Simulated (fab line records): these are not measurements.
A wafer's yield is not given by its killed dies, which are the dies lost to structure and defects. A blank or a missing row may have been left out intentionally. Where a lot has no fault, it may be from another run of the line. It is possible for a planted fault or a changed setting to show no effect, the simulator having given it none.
A struck lot beside a sound one -- flow sfqLine -- 42 out of 325 route steps
Sound: the wafers L604.2, L604.5, L604.6. Struck: wafers L614.3, L614.6. (L614.1 of the same lot was not struck and is left out.) The cause comes at the end.
Per side, at each step with rows, come the tool, then ch with its chambers, and then its first start. Under that, the readings that differ: sound wafers -- struck wafers -- difference of the means -- sigmas: that difference in standard deviations of wafers without a fault.
alike: a reading whose means differ by less than 2 such deviations, as well as words and numbers matching on both sides. not compared: withheld readings; readings where some wafer has no value; bounds like >300 that might hide an equal value; numbers whose values overlap and for which the record gives no deviation.
A row with sigmas, a row that says differs or no value, or rows on one side alone: a step with any of these is where the two part. Numbers that don't overlap but have no deviation are shown without sigmas and don't part them. Lack of a reading on every wafer of one side parts them only where that side has two or more wafers.

first, 6 steps without rows for these wafers: SFQ_TRILAYER_C5_LITHO_COAT_156 (resist thk 62 nm); SFQ_TRILAYER_C5_LITHO_COAT_151 (resist thk 650 nm); SFQ_TRILAYER_C5_LITHO_SOFTBAKE_155; SFQ_TRILAYER_C5_LITHO_EXPOSE_152 (exposes mask C5, target cd 500 nm); SFQ_TRILAYER_C5_LITHO_PEB_154 (peb time 60 s); SFQ_TRILAYER_C5_LITHO_DEVELOP_153 (time 60 s).
SFQ_C5_OVL_MEAS_937:
  sound: overlay-02 at day 68 21:34; struck: overlay-02 at day 76 03:56
  alike: C5_OVL
SFQ_TRILAYER_C5_BARC_OPEN_VIA_ETCH_210: etches BARC in O2, target depth 125 nm, time 41.7 s.
  sound on rieDiel-03 ch 0,2,3, day 68 21:35; struck on rieDiel-03 ch 1, day 76 03:59
  alike: drypumpMotorCurrentA, oesProductAu
  not compared: rfHoursCounterH
then, 1 step without rows for these wafers: SFQ_TRILAYER_C5_ETCH_VIA_ETCH_154 (etches SiO2 in CHF3, stops on Nb, target depth 84 nm).
SFQ_TRILAYER_C5_STRIP_STRIP_155: strips in O2.
  sound on rieMetal-03 ch 0,1, day 68 21:41; struck on rieMetal-02 ch 0, day 76 04:04
reading,sound,struck,difference,sigmas
drypumpMotorCurrentA (A),6.4 6.4 5.9,5.1 5.1,-1.1,-3
  alike: oesProductAu, platenTempC
  not compared: rfHoursCounterH
then, 2 steps without rows for these wafers: SFQ_TRILAYER_C5_STRIP_SOLV_CLEAN_156 (cleans in NMP, time 600 s); SFQ_TRILAYER_M6_DEP_PRE_CLEAN_158 (time 22.5 s).
SFQ_TRILAYER_M6_DEP_SPUTTER_157: material Nb, target thk 200 nm, time 133.3 s.
  sound: pvdSputter-04 at day 68 22:29; struck: pvdSputter-04 at day 76 04:52
reading,sound,struck,difference,sigmas
throttleValvePct (%),28.4 29.5 28.3,32.3 32.4,+3.6,+3
model.Nb_of_TRILAYER_M6_DEP_SPUTTER_157.thkNm (nm),197.6 198.5 197.9,106.4 108.4,-90.6,
SFQ_M6_RS_MEAS_938: a four-point-probe measurement.
  sound: filmMetro-04 at day 68 22:35; struck: filmMetro-01 at day 76 04:58
reading,sound,struck,difference,sigmas
M6_NB_RS (ohm/sq),0.902 0.898 0.898,1.690 1.654,+0.773,+99 or more
then, 6 steps without rows for these wafers: SFQ_TRILAYER_M6_LITHO_COAT_164 (resist thk 62 nm); SFQ_TRILAYER_M6_LITHO_COAT_159 (resist thk 600 nm); SFQ_TRILAYER_M6_LITHO_SOFTBAKE_163; SFQ_TRILAYER_M6_LITHO_EXPOSE_160 (exposes mask M6, target cd 500 nm); SFQ_TRILAYER_M6_LITHO_PEB_162 (peb time 60 s); SFQ_TRILAYER_M6_LITHO_DEVELOP_161 (time 60 s).
SFQ_M6_OVL_MEAS_940:
  sound: overlay-02 at day 70 23:01; struck: overlay-01 at day 76 07:49
  alike: M6_OVL
SFQ_TRILAYER_M6_BARC_OPEN_METAL_ETCH_206: etches BARC in O2, target depth 125 nm, time 41.7 s.
  sound on rieMetal-03 ch 0,1, day 70 23:02; struck on rieMetal-03 ch 0, day 76 07:51
  alike: drypumpMotorCurrentA, oesProductAu
  not compared: rfHoursCounterH
SFQ_TRILAYER_M6_ETCH_METAL_ETCH_162: etches Nb in Cl2/Ar, stops on SiO2, target depth 240 nm, time 120 s.
  sound on rieMetal-03 ch 0,1, day 70 23:06; struck on rieMetal-03 ch 0, day 76 07:55
reading,sound,struck,difference,sigmas
oesProductAu (a.u.),0.888 0.881 0.894,0.650 0.664,-0.231,-37
  alike: drypumpMotorCurrentA
  not compared: rfHoursCounterH
SFQ_TRILAYER_M6_STRIP_STRIP_163: strips in O2.
  sound on rieMetal-03 ch 0,1, day 70 23:13; struck on rieMetal-03 ch 0, day 76 08:02
  alike: drypumpMotorCurrentA, oesProductAu, platenTempC
  not compared: rfHoursCounterH
then, 2 steps without rows for these wafers: SFQ_TRILAYER_M6_STRIP_SOLV_CLEAN_164 (cleans in NMP, time 600 s); SFQ_TRILAYER_I6_DEP_PECVD_165 (deposits SiO2 from SiH4/N2O, time 111.11 s, target thk 500 nm).
SFQ_TRILAYER_I6_CMP_CMP_166: polishes SiO2.
  sound on cmp-02 ch 0,1, day 71 02:09; struck on cmp-01 ch 0,3, day 76 11:13
  alike: motorCurrentA, platenRpm, retainingRingPressureFrac, timeToEndpointS
SFQ_I6_BOW_MEAS_941:
  sound: filmMetro-02 at day 71 05:10; struck: filmMetro-03 at day 76 14:13
  alike: I6_BOW
then, 7 steps without rows for these wafers: SFQ_TRILAYER_I6_METRO_MEASURE_167; SFQ_TRILAYER_I6_VIA_LITHO_COAT_174 (resist thk 62 nm); SFQ_TRILAYER_I6_VIA_LITHO_COAT_169 (resist thk 650 nm); SFQ_TRILAYER_I6_VIA_LITHO_SOFTBAKE_173; SFQ_TRILAYER_I6_VIA_LITHO_EXPOSE_170 (exposes mask I6, target cd 700 nm); SFQ_TRILAYER_I6_VIA_LITHO_PEB_172 (peb time 60 s); SFQ_TRILAYER_I6_VIA_LITHO_DEVELOP_171 (time 60 s).
SFQ_I6_OVL_MEAS_942:
  sound: overlay-01 at day 71 08:43; struck: overlay-02 at day 77 20:19
  alike: I6_OVL
then, 5 steps without rows for these wafers: SFQ_TRILAYER_I6_VIA_BARC_OPEN_VIA_ETCH_235 (etches BARC in O2, target depth 125 nm, time 41.7 s); SFQ_TRILAYER_I6_VIA_ETCH_VIA_ETCH_172 (etches SiO2 in CHF3, stops on Nb, target depth 260 nm); SFQ_TRILAYER_I6_VIA_STRIP_STRIP_173 (strips in O2); SFQ_TRILAYER_I6_VIA_STRIP_SOLV_CLEAN_174 (cleans in NMP, time 600 s); SFQ_TRILAYER_M7_DEP_PRE_CLEAN_176 (time 22.5 s).
-- the record jumps here: 5 days lie between the struck wafers' starts before and after --
SFQ_M8_BOW_MEAS_951:
  sound: filmMetro-01 at day 76 15:53; struck: filmMetro-04 at day 83 05:09
reading,sound,struck,difference,sigmas
model.etest.m6.ohmUm,1.735 1.724 1.738,3.239 3.186,+1.480,
model.etest.i5.linkOhm,2.288 2.282 2.291,3.238 3.199,+0.931,
model.etest.c5.linkOhm,8.276 8.24 8.136,9.055 8.845,+0.733,
model.etest.m6.ohmSq,0.9001 0.8962 0.8991,1.672 1.641,+0.758,
model.etest.i6.linkOhm,1.895 1.879 1.885,2.683 2.648,+0.779,
  alike: M8_BOW

## WHERE THEY PART
First at SFQ_TRILAYER_C5_STRIP_STRIP_155; last, within this record, at SFQ_TRILAYER_M6_ETCH_METAL_ETCH_162. Later steps at which nothing parts them and some readings are alike: SFQ_TRILAYER_M6_STRIP_STRIP_163, SFQ_TRILAYER_I6_CMP_CMP_166, SFQ_I6_BOW_MEAS_941, SFQ_I6_OVL_MEAS_942, SFQ_M8_BOW_MEAS_951.

WHY: what had been put in by the simulator
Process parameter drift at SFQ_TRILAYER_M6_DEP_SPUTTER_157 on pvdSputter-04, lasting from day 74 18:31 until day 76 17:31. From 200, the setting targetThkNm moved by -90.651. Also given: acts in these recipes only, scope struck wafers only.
